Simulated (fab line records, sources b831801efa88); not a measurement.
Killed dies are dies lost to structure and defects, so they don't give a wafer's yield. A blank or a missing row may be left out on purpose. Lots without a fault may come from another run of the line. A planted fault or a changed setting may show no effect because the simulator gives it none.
Which tool did it? | flow sky130 | 11 lots, 33 wafers sampled, at 2 steps of a route of 708

WHAT THE GAUGES READ, wafer by wafer
SKY_METAL4_OVL_MEAS_14.
lot  | measured     | on         | METAL4_OVL (nm)
L812 | day 41 11:25 | overlay-02 | -6 -3 -6
L815 | day 42 09:23 | overlay-02 | 3 7 10
L818 | day 43 16:20 | overlay-02 | -1 -4 -8
L817 | day 43 18:23 | overlay-01 | -7 -13 -15
L820 | day 44 01:11 | overlay-02 | -10 -8 -9
L821 | day 44 05:43 | overlay-01 | -6 -6 -10
L822 | day 44 10:25 | overlay-01 | -4 1 -5
L825 | day 45 11:49 | overlay-01 | 5 -1 1
L826 | day 45 15:13 | overlay-02 | -8 -10 -4
L831 | day 46 14:41 | overlay-02 | 0 1 0
L833 | day 47 02:01 | overlay-01 | -5 -7 -8

WHICH TOOL RAN EACH LOT (tool, then ch and the chambers of the sampled wafers, then the start)
lot  | SKY_VIA1_SPUTTER_20
L812 | pvd_sputter-01, day 33 17:24
L815 | pvd_sputter-02, day 34 15:47
L818 | pvd_sputter-03, day 36 05:03
L817 | pvd_sputter-02, day 36 07:14
L820 | pvd_sputter-03, day 36 15:20
L821 | pvd_sputter-03, day 36 20:44
L822 | pvd_sputter-03, day 37 00:59
L825 | pvd_sputter-03, day 38 09:02
L826 | pvd_sputter-03, day 38 16:05
L831 | pvd_sputter-03, day 39 20:07
L833 | pvd_sputter-01, day 40 05:16
- SKY_VIA1_SPUTTER_20: material TiN, target thk 20 nm, time 80 s.

WHAT THE TOOLS THEMSELVES READ (means of the sampled wafers that have a number; where no wafer has one, the mark that the record gives instead)
SKY_VIA1_SPUTTER_20.
lot  | tool           | throttle_valve_pct (%)
L812 | pvd_sputter-01 | 29.3
L815 | pvd_sputter-02 | 30.7
L818 | pvd_sputter-03 | 31.0
L817 | pvd_sputter-02 | 30.3
L820 | pvd_sputter-03 | 29.1
L821 | pvd_sputter-03 | 30.2
L822 | pvd_sputter-03 | 30.2
L825 | pvd_sputter-03 | 30.2
L826 | pvd_sputter-03 | 30.2
L831 | pvd_sputter-03 | 31.0
L833 | pvd_sputter-01 | 29.3

THE ANSWER, worked out from the rows above alone
Rule: what is usual is taken from the lots themselves. Put in order of their means at a reading, lots are off if they are a third of the lots or fewer, leave a main group of 4 or more, and stand apart from it by a gap of 3 or more times the standard deviation of the main group's means; of several such gaps the widest counts. A main group whose means are all the same, to the digits that the tables above print for the reading, isn't used. A lot without any number at a reading at which 4 lots or more have one is off too. The other lots that the step has rows for count as sound. The gauges are gone through in route order, then the tools' own readings, and for those a lot's mean is taken as printed above. The first step at which some lot is off is used, and at that step the reading that is off furthest; a lot without a number counts as furthest.
No lot is off at any reading shown: from this, nothing can be told.

WHAT THE SIMULATOR HAD PUT IN
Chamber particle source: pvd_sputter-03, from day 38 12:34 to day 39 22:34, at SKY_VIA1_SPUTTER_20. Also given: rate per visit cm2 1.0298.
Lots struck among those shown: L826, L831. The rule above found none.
